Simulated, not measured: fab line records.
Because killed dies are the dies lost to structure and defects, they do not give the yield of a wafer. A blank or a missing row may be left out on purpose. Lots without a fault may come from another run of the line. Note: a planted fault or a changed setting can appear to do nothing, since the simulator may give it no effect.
A lot that was struck, set against a sound lot	flow gf180mcu	17 out of 602 route steps
Sound: the wafers L604.2, L604.3, L604.4. The struck wafers were L614.4, L614.5, L614.6. Last of all comes the cause.
Order at every step that has rows: each side's tool, ch and its chambers, its first start. Under that, the readings that differ: sound wafers	struck wafers	difference of the means	sigmas: that difference in standard deviations of wafers without a fault.
alike: words and numbers the same on both sides, and readings whose means are apart by under 2 such deviations; not compared: readings that were withheld, readings missing a value for some wafer, numbers with overlapping values and no deviation given by the record, and bounds like >300 which may hide the same value.
The two part at a step that has a row with sigmas, a row that says differs or no value, or rows on one side only. Numbers that don't overlap but have no deviation are shown without sigmas and don't part them. A reading that every wafer of one side lacks parts them only if that side has two wafers or more.

first, 2 steps without rows for these wafers: GF_V5_STRIP_19 (strips in post etch residue remover, time 1200 s); GF_V5_CLEAN_20 (cleans in DIW).
GF_V5_SPUTTER_21: material Ti, target thk 15 nm, time 80.02 s.
  sound on pvdSputter-02 at day 30 08:08; struck on pvdSputter-03 at day 32 21:42
  alike: cathodeDcPowerW, chamberPressurePa, throttleValvePct
then, 2 steps without rows for these wafers: GF_V5_SPUTTER_22 (material TiN, target thk 10 nm, time 40 s); GF_V5_CVD_23 (deposits W, target thk 350 nm, time 104.9 s).
GF_V5_RS_MEAS_24: the measuring method here is four-point-probe.
  sound on filmMetro-03 at day 30 08:22; struck on filmMetro-02 at day 32 21:58
  alike: V5_W_RS
GF_V5_THK_MEAS_25: measures by xrf.
  sound on filmMetro-03 at day 30 08:28; struck on filmMetro-02 at day 32 22:04
reading	sound	struck	difference	sigmas
V5_W_THK (nm)	378 374 373	362 359 356	-16	-3
GF_V5_CMP_26: polishes, stops on SiO2, t overpolish 15 s, target thk 0 nm.
  sound on cmp-02 ch 0,1,2, day 30 08:31; struck on cmp-01 ch 0,1,3, day 32 22:14
reading	sound	struck	difference	sigmas
motorCurrentA (A)	9.3 10.7 10.8	11.6 11.8 11.4	+1.3	+2
  alike: overpolishRunS, timeToEndpointS
then, 1 step without rows for these wafers: GF_TOP_METAL_SPUTTER_00 (material Ti, target thk 37.5 nm, time 150 s).
GF_TOP_METAL_SPUTTER_01: material TiN, target thk 30 nm, time 25 s.
  sound on pvdSputter-04 at day 30 08:55; struck on pvdSputter-04 at day 32 22:29
  alike: cathodeDcPowerW, chamberPressurePa, throttleValvePct
GF_TOP_METAL_SPUTTER_02: material AlCu, target thk 900 nm, time 47.82 s.
  sound on pvdSputter-04 at day 30 08:57; struck on pvdSputter-04 at day 32 22:32
  alike: cathodeDcPowerW, chamberPressurePa, throttleValvePct
GF_TOP_METAL_SPUTTER_03: material Ti, target thk 5 nm, time 3.3 s.
  sound on pvdSputter-04 at day 30 08:59; struck on pvdSputter-04 at day 32 22:34
  alike: cathodeDcPowerW, chamberPressurePa, throttleValvePct
GF_TOP_METAL_SPUTTER_04: material TiN, target thk 25 nm, time 20.8 s.
  sound on pvdSputter-04 at day 30 09:01; struck on pvdSputter-04 at day 32 22:35
  no value came back on the struck wafers for cathodeDcPowerW (W), chamberPressurePa (Pa), throttleValvePct (%); on the sound wafers cathodeDcPowerW (W) reads 6498.7 6502.5 6500.2
GF_TOP_METAL_RS_MEAS_05: the measuring method here is four-point-probe.
  sound on filmMetro-01 at day 30 09:04; struck on filmMetro-01 at day 32 22:41
  alike: TOP_METAL_ALCU_RS
GF_TOP_METAL_THK_MEAS_06: measures by xrf.
  sound on filmMetro-01 at day 30 09:10; struck on filmMetro-01 at day 32 22:46
reading	sound	struck	difference	sigmas
TOP_METAL_ALCU_THK (nm)	917 924 917	972 971 975	+53	+4
then, 1 step without rows for these wafers: GF_TOP_METAL_DEHYDRATE_07 (time 60 s).
GF_PASSIVATION_PROBE_99:
  the record has rows for the sound wafers here (prober-01, day 31 23:19) and none for the struck ones

## WHERE THEY PART
First at GF_V5_THK_MEAS_25; last, within this record, at GF_PASSIVATION_PROBE_99.

WHY: whatever the simulator had introduced
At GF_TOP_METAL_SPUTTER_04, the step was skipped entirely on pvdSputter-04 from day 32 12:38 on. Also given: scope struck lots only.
